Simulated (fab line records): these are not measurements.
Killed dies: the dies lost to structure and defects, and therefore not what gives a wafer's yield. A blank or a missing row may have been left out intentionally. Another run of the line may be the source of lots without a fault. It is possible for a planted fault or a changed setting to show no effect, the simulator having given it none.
Which tool is to blame? -- flow sky130 -- 11 lots with 33 wafers sampled at 4 steps, on a route of 708 steps

## WHAT THE GAUGES SHOWED, per wafer
SKY_VIA4_THK_MEAS_01.
lot,measured,on,VIA4_HDPCVD_THK (nm)
L730,day 41 21:44,film metro-04,1699 1714 1718
L731,day 42 01:23,film metro-02,1775 1760 1762
L735,day 44 00:57,film metro-04,1790 1763 1771
L737,day 44 01:07,film metro-04,1758 1745 1741
L738,day 44 07:46,film metro-04,1776 1734 1745
L742,day 45 22:56,film metro-04,1735 1736 1755
L744,day 46 00:53,film metro-02,1720 1757 1725
L746,day 46 18:10,film metro-04,1743 2589 2592
L747,day 46 19:54,film metro-02,1765 2635 1762
L749,day 47 00:19,film metro-04,1728 2600 1726
L752,day 47 16:08,film metro-02,1755 1729 1733

## WHICH TOOL RAN EACH LOT (tool, then ch and the chambers of the sampled wafers, then the start)
lot,SKY_METAL4_ETCH_16,SKY_METAL4_METAL_ETCH_18,SKY_VIA4_HDPCVD_00
L730,"rie metal-03 ch 0,1, day 41 20:40","rie metal-04 ch 0,1, day 41 20:47","hdpcvd-01 ch 0,1,2, day 41 21:33"
L731,"rie metal-03 ch 0, day 42 00:19","rie metal-02 ch 0,1, day 42 00:26","hdpcvd-02 ch 0,1,2, day 42 01:12"
L735,"rie metal-04 ch 0,1, day 43 23:35","rie metal-02 ch 0,1, day 43 23:43","hdpcvd-02 ch 0,1, day 44 00:32"
L737,"rie metal-03 ch 0,1, day 44 00:02","rie metal-04 ch 0,1, day 44 00:11","hdpcvd-01 ch 0,1, day 44 00:55"
L738,"rie metal-03 ch 0,1, day 44 06:41","rie metal-02 ch 0,1, day 44 06:49","hdpcvd-02 ch 0,1,2, day 44 07:35"
L742,"rie metal-02 ch 0,1, day 45 21:49","rie metal-04 ch 0,1, day 45 21:56","hdpcvd-01 ch 1,2, day 45 22:44"
L744,"rie metal-02 ch 0,1, day 45 23:47","rie metal-03 ch 0,1, day 45 23:54","hdpcvd-01 ch 0,1,2, day 46 00:41"
L746,"rie metal-04 ch 0,1, day 46 16:55","rie metal-03 ch 0, day 46 17:05","hdpcvd-01 ch 0,1, day 46 17:59"
L747,"rie metal-03 ch 0, day 46 18:35","rie metal-02 ch 0,1, day 46 18:48","hdpcvd-01 ch 0,1,2, day 46 19:43"
L749,"rie metal-04 ch 0,1, day 46 23:13","rie metal-02 ch 0,1, day 46 23:22","hdpcvd-01 ch 0,1,2, day 47 00:07"
L752,"rie metal-04 ch 0,1, day 47 15:04","rie metal-03 ch 0,1, day 47 15:13","hdpcvd-02 ch 1,2, day 47 15:56"
- SKY_METAL4_ETCH_16: etches BARC in N2/H2, stops on SiO2, time 88.2 s, target depth 60 nm.
- SKY_METAL4_METAL_ETCH_18: etches the open film in Cl2/BCl3, stops on SiO2, target depth 845 nm, time 183.1 s.
- SKY_VIA4_HDPCVD_00: deposits SiO2, target thk 1750 nm, time 291.7 s.

## THE ANSWER, worked out from the rows above alone
Rule: usual is defined by the lots themselves. The widest of any qualifying gaps counts: lots, ordered by their means at a reading, are off when they make up no more than a third of the lots, leave a main group of 4 or more, and stand apart from it by 3 or more times the standard deviation of that group's means. A main group is skipped when, at the precision printed for the reading in the tables above, its means are all equal. A lot without any number at a reading at which 4 lots or more have one is off too. All remaining lots with rows at the step are treated as sound.
Off: at SKY_VIA4_THK_MEAS_01 (VIA4_HDPCVD_THK), L746, L747, L749. Main group: mean 1746 nm, sd 18.
A tool fits if, at a process step before that reading, it ran every lot that is off, and no sound lot after the first of them. The gauges at SKY_VIA4_THK_MEAS_01 are tried like those tools. One candidate fits, namely hdpcvd-01 at SKY_VIA4_HDPCVD_00. Its last sound lot is L744 (day 46 00:41), its first lot that is off L746 (day 46 17:59): a fault that began between those two fits.

## WHAT WAS PUT IN BY THE SIMULATOR
hdpcvd-01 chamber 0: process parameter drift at SKY_VIA4_HDPCVD_00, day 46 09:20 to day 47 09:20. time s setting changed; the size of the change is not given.
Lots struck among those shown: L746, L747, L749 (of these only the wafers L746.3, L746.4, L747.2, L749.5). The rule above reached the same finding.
